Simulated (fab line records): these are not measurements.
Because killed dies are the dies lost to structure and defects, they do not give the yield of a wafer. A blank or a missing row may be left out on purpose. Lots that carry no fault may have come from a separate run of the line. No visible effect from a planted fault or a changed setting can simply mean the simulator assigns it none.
2 desks looking at one fault :: flow sky130 :: each desk has only its own numbers; what lay behind them comes last

== THE TOOL OWNER'S DESK: implanter-04 ==
SKY_VT_ADJUST_LVTN_IMPLANT_19, tool's own readings: per-lot mean of the sampled wafers with a number, covering each lot this tool ran. The brackets show how far a lot's mean lies from the usual mean; more than 4 standard deviations puts the lot out of limits, marked OUT.
Columns: A = beamOnS at SKY_VT_ADJUST_LVTN_IMPLANT_19, usual 9.98 s; B = faradayCurrentUA at SKY_VT_ADJUST_LVTN_IMPLANT_19, usual 3.68
lot: L647
first seen here: day 9 02:28
A: 10.10
B: 3.64

lot: L648
first seen here: day 9 11:34
A: 9.83
B: 3.73

lot: L649
first seen here: day 9 18:03
A: 10.10
B: 3.64

lot: L650
first seen here: day 9 22:40
A: 10.02
B: 3.66

lot: L660
first seen here: day 12 19:50
A: 14.14 (+21) OUT
B: 2.58 (-15) OUT

lot: L661
first seen here: day 13 01:55
A: 11.41 (+7.1) OUT
B: 3.32 (-5.0) OUT
This desk finds L660, L661 out of limits, L660 being first, at day 12 19:50 (beamOnS at SKY_VT_ADJUST_LVTN_IMPLANT_19). L647, L648, L649, L650: within limits.

== FROM THE METROLOGY DESK ==
Means of the sampled wafers that have a number, per lot and without regard to the tool the lot ran on: this is what the gauges read. The brackets show how far a lot's mean lies from the usual mean; more than 4 standard deviations puts the lot out of limits, marked OUT.
Columns: A = VT_ADJUST_LVTN_2_TW at SKY_VT_ADJUST_LVTN_TW_MEAS_21, usual 188.0; B = LDD_P_TW at SKY_LDD_P_TW_MEAS_11, usual 631
lot: L642
first seen here: day 7 16:16
A: 187.6
B: 630

lot: L643
first seen here: day 7 22:29
A: 186.1
B: 633

lot: L647
first seen here: day 9 02:43
A: 185.7
B: 630

lot: L648
first seen here: day 9 11:49
A: 186.1
B: 632

lot: L649
first seen here: day 9 18:23
A: 187.9
B: 636

lot: L650
first seen here: day 9 22:55
A: 190.7
B: 633

lot: L651
first seen here: day 10 04:04
A: 185.8
B: 635

lot: L654
first seen here: day 10 22:37
A: 190.1
B: 630

lot: L660
first seen here: day 12 20:04
A: 210.1 (+11) OUT
B: 624

lot: L661
first seen here: day 13 02:10
A: 193.9
B: 624

lot: L663
first seen here: day 14 04:06
A: 191.9
B: 638

lot: L664
first seen here: day 14 14:10
A: 189.0
B: 617

lot: L665
first seen here: day 14 14:19
A: 186.8
B: 638
This desk finds L660 out of limits, with the earliest case on L660 at day 12 20:04 (VT_ADJUST_LVTN_2_TW at SKY_VT_ADJUST_LVTN_TW_MEAS_21). L642, L643, L647, L648, L649, L650, L651, L654, L661, L663, L664, L665: within limits.

== TAKEN TOGETHER ==
An alarm could have come from the tool owner's desk at day 12 19:50, on L660, L661.
On L660, the metrology desk was in a position to raise an alarm at day 12 20:04.
The metrology desk has L661 on record, within its limits.
SKY_VT_ADJUST_LVTN_IMPLANT_19 was run on implanter-04 by each of the lots named.

== WHAT THE SIMULATOR HAD PUT IN ==
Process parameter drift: implanter-04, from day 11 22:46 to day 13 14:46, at SKY_VT_ADJUST_LVTN_IMPLANT_19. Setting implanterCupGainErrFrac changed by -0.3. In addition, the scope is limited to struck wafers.
Shown lots that were struck: L660, L661.
Hours from the fault's start to each desk's first reading out of limits: the tool owner's desk, 21; the metrology desk, 21.
